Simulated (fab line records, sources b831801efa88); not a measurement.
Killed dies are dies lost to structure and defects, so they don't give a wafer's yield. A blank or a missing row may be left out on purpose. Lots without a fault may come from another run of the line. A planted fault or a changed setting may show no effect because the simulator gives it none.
Problem report in the 8D (eight disciplines) form, filled by code | flow gf180mcu | the parts of the form that need people (team, actions taken, sign-off) are left out

1. THE PROBLEM
SALICIDE_TIN_RS at GF_SALICIDE_RS_MEAS_04 reads a mean of 14.56 ohm/sq on 4 wafers of 3 lots; wafers without a fault read 16.35 ohm/sq with a standard deviation of 0.28. That is -6.4 standard deviations from the usual mean.
The step: measures by four-point-probe.
First seen on wafer L315.2, day 21 05:39, on film_metro-01. The record holds 36 wafers of 13 lots with a number at this step. Rule for "out", or "out of limits": more than 4 standard deviations from the usual mean. The other wafers with a number count as sound.

2. WHAT IT IS AND WHAT IT IS NOT
question                    | is                             | is not
which readings at this step | SALICIDE_TIN_RS                | -
which lots                  | L315, L316, L318               | L300, L301, L302, L303, L305, L306, L307, L308, L310, L323
which wafers of those lots  | L315.2, L316.2, L316.4, L318.4 | L315.3, L318.6
read on which gauges        | film_metro-01, film_metro-02   | film_metro-04
when                        | from day 21 05:39              | up to then (28 sound wafers); but 4 sound wafers of L318, L323 came after

3. SUSPECTS, AND WHAT RULES EACH OUT
Counting: a tool at a process step up to the reading stays a suspect if it ran every lot that is out. Sound lots after the first of them don't rule it out here, since some wafers of a struck lot are sound.
- the gauge at GF_SALICIDE_RS_MEAS_04: ruled out. The wafers that are out were read on 2 gauges (film_metro-01, film_metro-02).
- pvd_sputter-01 at GF_SALICIDE_SPUTTER_03 (material TiN, target thk 20 nm, time 16.7 s): kept. It ran every lot that is out, first L315 (day 21 05:37); its last sound lot up to then is L306 (day 17 18:10).
Left after counting: pvd_sputter-01 at GF_SALICIDE_SPUTTER_03.

4. THE CAUSE (what the simulator had put in)
Process parameter drift: pvd_sputter-01, from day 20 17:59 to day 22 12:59, at GF_SALICIDE_SPUTTER_03. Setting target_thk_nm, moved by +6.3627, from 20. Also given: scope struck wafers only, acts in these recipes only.
Counting left only this tool.

5. THE CHAIN OF EFFECTS, in route order
Each row: a reading whose mean over the struck wafers that have a number lies more than 3 standard deviations from the usual. Only readings for which the record gives a usual standard deviation are gone through. hours: the time from each lot's start at the first step in this table that gives one to its start at this step, as a median over the lots. sigmas: the change in usual standard deviations.
hours | step                    | reading          | usual        | on struck wafers | change | sigmas
0     | GF_SALICIDE_RS_MEAS_04  | SALICIDE_TIN_RS  | 16.35 ohm/sq | 14.56            | -1.79  | -6.4
0     | GF_SALICIDE_THK_MEAS_05 | SALICIDE_TIN_THK | 19.83 nm     | 26.02            | +6.19  | +28

6. WHAT WOULD HAVE CAUGHT IT SOONER
In this record the first reading out of limits at a measuring or inspecting step was taken at day 21 05:39, 12 hours after the fault began at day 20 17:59.
Of the tool readings at GF_SALICIDE_SPUTTER_03 for which the record gives a usual standard deviation, none was out on any struck wafer, so an alarm limit of 4 standard deviations on them would not have fired.
Of the lots that are out (3), L316, L318 began GF_SALICIDE_SPUTTER_03 on pvd_sputter-01 after day 21 05:39. A hold on the tool at that time would have spared those 2.
